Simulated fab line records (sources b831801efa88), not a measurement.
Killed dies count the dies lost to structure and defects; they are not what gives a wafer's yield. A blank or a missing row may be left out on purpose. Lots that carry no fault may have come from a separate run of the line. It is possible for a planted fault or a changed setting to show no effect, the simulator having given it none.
Which of the tools did it? | flow sky130 | Sampling: 12 lots, 36 wafers, 5 of 708 route steps

== WHAT THE GAUGES READ, wafer by wafer ==
The record holds no reading of a measuring or inspecting step that can be judged against a usual standard deviation.

== TOOL THAT RAN EACH LOT (tool first, then ch and the chambers of the sampled wafers, then the start) ==
lot  | SKY_RES_PROTECT_STRIP_07             | SKY_METAL4_STRIP_19                  | SKY_METAL5_STRIP_16                  | SKY_PAD_OPEN_ETCH_07               | SKY_PAD_OPEN_PROBE_99
L172 | plasma asher-04 ch 0,1, day 15 21:08 | plasma asher-02 ch 0,1, day 42 11:20 | plasma asher-01 ch 0,1, day 44 12:13 | rie diel-02 ch 0,2,3, day 46 07:33 | prober-01, day 46 09:58
L173 | plasma asher-04 ch 0,1, day 16 05:43 | plasma asher-02 ch 0,1, day 42 19:38 | plasma asher-03 ch 0,1, day 44 19:56 | rie diel-01 ch 2,3, day 46 15:09   | prober-02, day 46 17:28
L174 | plasma asher-01 ch 0,1, day 16 13:41 | plasma asher-01 ch 0,1, day 43 00:02 | plasma asher-03 ch 1, day 44 23:07   | rie diel-03 ch 0,3, day 46 18:54   | prober-01, day 46 21:13
L177 | plasma asher-04 ch 0,1, day 17 22:25 | plasma asher-04 ch 0,1, day 44 15:41 | plasma asher-04 ch 0,1, day 46 13:08 | rie diel-03 ch 0,2,3, day 48 05:11 | prober-02, day 48 07:34
L176 | plasma asher-03 ch 0,1, day 17 22:26 | plasma asher-02 ch 0,1, day 44 12:38 | plasma asher-01 ch 0,1, day 46 09:41 | rie diel-03 ch 0,1,3, day 48 01:39 | prober-01, day 48 04:09
L178 | plasma asher-03 ch 0,1, day 18 05:11 | plasma asher-01 ch 0,1, day 44 17:47 | plasma asher-03 ch 0,1, day 46 14:49 | rie diel-03 ch 1,2,3, day 48 07:27 | prober-02, day 48 10:03
L179 | plasma asher-03 ch 0,1, day 18 10:56 | plasma asher-01 ch 0,1, day 44 16:16 | plasma asher-01 ch 0,1, day 46 13:30 | rie diel-01 ch 0,1,3, day 48 06:41 | prober-01, day 48 09:10
L180 | plasma asher-04 ch 0,1, day 18 11:14 | plasma asher-01 ch 0,1, day 44 18:25 | plasma asher-04 ch 0,1, day 46 16:06 | rie diel-03 ch 0,1,2, day 48 08:57 | prober-01, day 48 11:24
L182 | plasma asher-04 ch 0,1, day 19 15:10 | plasma asher-01 ch 0,1, day 45 05:11 | plasma asher-01 ch 0,1, day 47 01:50 | rie diel-01 ch 0,1,2, day 48 17:36 | prober-01, day 48 19:58
L186 | plasma asher-04 ch 0,1, day 20 21:16 | plasma asher-04 ch 0,1, day 46 04:32 | plasma asher-04 ch 0,1, day 47 23:35 | rie diel-03 ch 0,2, day 49 13:51   | prober-01, day 49 16:14
L192 | plasma asher-04 ch 0,1, day 22 23:32 | plasma asher-04 ch 0,1, day 47 15:23 | plasma asher-03 ch 0,1, day 49 08:44 | rie diel-01 ch 0,1,3, day 50 17:42 | prober-01, day 50 20:04
L193 | plasma asher-03 ch 0,1, day 23 02:19 | plasma asher-02 ch 0,1, day 47 16:47 | plasma asher-03 ch 0,1, day 49 09:43 | rie diel-01 ch 0,2,3, day 50 18:39 | prober-02, day 50 20:58
- SKY_RES_PROTECT_STRIP_07: strips in O2/N2.
- SKY_METAL4_STRIP_19: strips in O2/N2.
- SKY_METAL5_STRIP_16: strips in O2/N2.
- SKY_PAD_OPEN_ETCH_07: etches the open film in CF4/O2, stops on AlCu, target depth 725 nm, time 161.1 s.
- SKY_PAD_OPEN_PROBE_99

== AS READ BY THE TOOLS THEMSELVES (means over the sampled wafers that have a number; for cases with no such wafer, the mark the record gives instead) ==
SKY_RES_PROTECT_STRIP_07. Usual: drypump motor current A 5.53 A, standard deviation 0.28; oes product au 0.517 a.u., standard deviation 0.0049; strip time to endpoint s 23.28 s, standard deviation 0.047.
lot  | tool            | drypump motor current A (A) | oes product au (a.u.) | strip time to endpoint s (s) | flag
L172 | plasma asher-04 | 5.22                        | 0.517                 | 23.25                        |
L173 | plasma asher-04 | 5.24                        | 0.516                 | 23.36                        |
L174 | plasma asher-01 | 5.48                        | 0.515                 | 23.28                        |
L177 | plasma asher-04 | 5.43                        | 0.516                 | 23.24                        |
L176 | plasma asher-03 | 5.86                        | 0.517                 | 23.34                        |
L178 | plasma asher-03 | 5.70                        | 0.516                 | 23.30                        |
L179 | plasma asher-03 | 5.87                        | 0.518                 | 23.23                        |
L180 | plasma asher-04 | 5.43                        | 0.517                 | 23.30                        |
L182 | plasma asher-04 | 5.25                        | 0.516                 | 23.18                        |
L186 | plasma asher-04 | 5.24                        | 0.515                 | 23.24                        |
L192 | plasma asher-04 | 5.43                        | 0.516                 | 23.34                        |
L193 | plasma asher-03 | 5.68                        | 0.517                 | 23.24                        |

SKY_METAL4_STRIP_19. Usual: drypump motor current A 5.4 A, standard deviation 0.41; oes product au 0.505 a.u., standard deviation 0.0059; strip time to endpoint s 6.60 s, standard deviation 0.069.
lot  | tool            | drypump motor current A (A) | oes product au (a.u.) | strip time to endpoint s (s) | flag
L172 | plasma asher-02 | 5.5                         | 0.503                 | 6.59                         |
L173 | plasma asher-02 | 5.1                         | 0.497                 | 6.58                         |
L174 | plasma asher-01 | 5.5                         | 0.509                 | 6.58                         |
L177 | plasma asher-04 | 5.4                         | 0.508                 | 6.66                         |
L176 | plasma asher-02 | 5.5                         | 0.504                 | 6.61                         |
L178 | plasma asher-01 | 5.5                         | 0.503                 | 6.51                         |
L179 | plasma asher-01 | 5.5                         | 0.504                 | 6.58                         |
L180 | plasma asher-01 | 5.5                         | 0.507                 | 6.62                         |
L182 | plasma asher-01 | 5.5                         | 0.499                 | 6.56                         |
L186 | plasma asher-04 | 5.4                         | 0.501                 | 6.52                         |
L192 | plasma asher-04 | 5.2                         | 0.515                 | 6.63                         |
L193 | plasma asher-02 | 5.1                         | 0.500                 | 6.61                         |

SKY_METAL5_STRIP_16. Usual: drypump motor current A 5.56 A, standard deviation 0.27; oes product au 0.710 a.u., standard deviation 0.0044; strip time to endpoint s 13.04 s, standard deviation 0.12.
lot  | tool            | drypump motor current A (A) | oes product au (a.u.) | strip time to endpoint s (s) | flag
L172 | plasma asher-01 | 5.46                        | 0.709                 | 13.00                        |
L173 | plasma asher-03 | 5.70                        | 0.710                 | 13.25                        |
L174 | plasma asher-03 | 5.53                        | 0.716                 | 12.94                        |
L177 | plasma asher-04 | 5.25                        | 0.713                 | 13.08                        |
L176 | plasma asher-01 | 5.45                        | 0.710                 | 12.95                        |
L178 | plasma asher-03 | 5.83                        | 0.707                 | 13.20                        |
L179 | plasma asher-01 | 5.51                        | 0.710                 | 12.90                        |
L180 | plasma asher-04 | 5.25                        | 0.709                 | 13.05                        |
L182 | plasma asher-01 | 5.48                        | 0.713                 | 12.97                        |
L186 | plasma asher-04 | 5.25                        | 0.713                 | 13.13                        |
L192 | plasma asher-03 | 5.84                        | 0.710                 | 12.91                        |
L193 | plasma asher-03 | 5.84                        | 0.707                 | 12.97                        |

SKY_PAD_OPEN_ETCH_07. Usual: drypump motor current A 5.5 A, standard deviation 0.37; oes product au 0.978 a.u., standard deviation 0.0063; throttle valve pct 5.963 %, standard deviation 0.0089.
lot  | tool        | drypump motor current A (A) | oes product au (a.u.) | throttle valve pct (%) | flag
L172 | rie diel-02 | 5.6                         | 0.976                 | 5.961                  |
L173 | rie diel-01 | 5.7                         | 0.976                 | 5.961                  |
L174 | rie diel-03 | 5.3                         | 0.971                 | 5.956                  |
L177 | rie diel-03 | 5.5                         | 0.980                 | 5.968                  |
L176 | rie diel-03 | 5.4                         | 0.982                 | 5.963                  |
L178 | rie diel-03 | 5.7                         | 0.987                 | 5.963                  |
L179 | rie diel-01 | 5.4                         | 0.980                 | 5.968                  |
L180 | rie diel-03 | 5.6                         | 0.977                 | 5.963                  |
L182 | rie diel-01 | 5.4                         | 0.982                 | 5.961                  |
L186 | rie diel-03 | 5.4                         | 0.977                 | 5.965                  |
L192 | rie diel-01 | 5.3                         | 0.978                 | 5.951                  |
L193 | rie diel-01 | 5.7                         | 0.973                 | 5.974                  |

SKY_PAD_OPEN_PROBE_99. Usual: killed_at_M0_to_M3 44, standard deviation 7.1; killed_at_M4_up 3.1, standard deviation 1.9; killed at contacts 25, standard deviation 5.8; killed at front end 16, standard deviation 4.5; killed at other 0.3, standard deviation 0.52; killed dies 88, standard deviation 9.1; killed open 48, standard deviation 6.8; killed short 39, standard deviation 5.8.
lot  | tool      | killed_at_M0_to_M3 | killed_at_M4_up | killed at contacts | killed at front end | killed at other | killed dies | killed open | killed short | flag
L172 | prober-01 | 45                 | 2.3             | 25                 | 15                  | 0.0             | 87          | 48          | 39           |
L173 | prober-02 | 46                 | 4.3             | 24                 | 20                  | 0.3             | 94          | 48          | 46           |
L174 | prober-01 | 39                 | 2.7             | 21                 | 20                  | 0.3             | 83          | 49          | 33           |
L177 | prober-02 | 45                 | 5.0             | 30                 | 16                  | 1.0             | 97          | 55          | 41           |
L176 | prober-01 | 47                 | 1.3             | 27                 | 16                  | 0.3             | 92          | 50          | 42           |
L178 | prober-02 | 47                 | 4.3             | 24                 | 16                  | 0.7             | 92          | 50          | 41           |
L179 | prober-01 | 53                 | 2.7             | 25                 | 15                  | 0.7             | 96          | 53          | 42           |
L180 | prober-01 | 41                 | 1.0             | 24                 | 15                  | 0.0             | 81          | 46          | 35           |
L182 | prober-01 | 36                 | 2.3             | 24                 | 16                  | 60.0            | 138         | 38          | 40           | OFF
L186 | prober-01 | 37                 | 2.7             | 23                 | 14                  | 55.7            | 133         | 42          | 35           | OFF
L192 | prober-01 | 48                 | 3.0             | 24                 | 17                  | 0.0             | 91          | 50          | 41           |
L193 | prober-02 | 44                 | 3.3             | 25                 | 12                  | 1.0             | 85          | 46          | 38           |

== THE ANSWER, worked out from the rows above alone ==
Rule: a lot counts as off when the mean over its wafers that have a number is more than 3 standard deviations away from the usual mean. Also off: a lot with no number at a reading for which 4 or more lots have one. All remaining lots with rows at the step are treated as sound. The gauges are gone through in route order, then the tools' own readings, and for those a lot's mean is taken as printed above. At the first step where some lot is off, the reading lying furthest off is the one used; lots without a number count as furthest.
Off, at SKY_PAD_OPEN_PROBE_99 on killed at other: L182, L186.
If a tool, at that step or one of the process steps before it, ran each lot that is off and ran no sound lot following the first of them, it fits. None of those tried fits.

== WHAT HAD BEEN PUT IN BY THE SIMULATOR ==
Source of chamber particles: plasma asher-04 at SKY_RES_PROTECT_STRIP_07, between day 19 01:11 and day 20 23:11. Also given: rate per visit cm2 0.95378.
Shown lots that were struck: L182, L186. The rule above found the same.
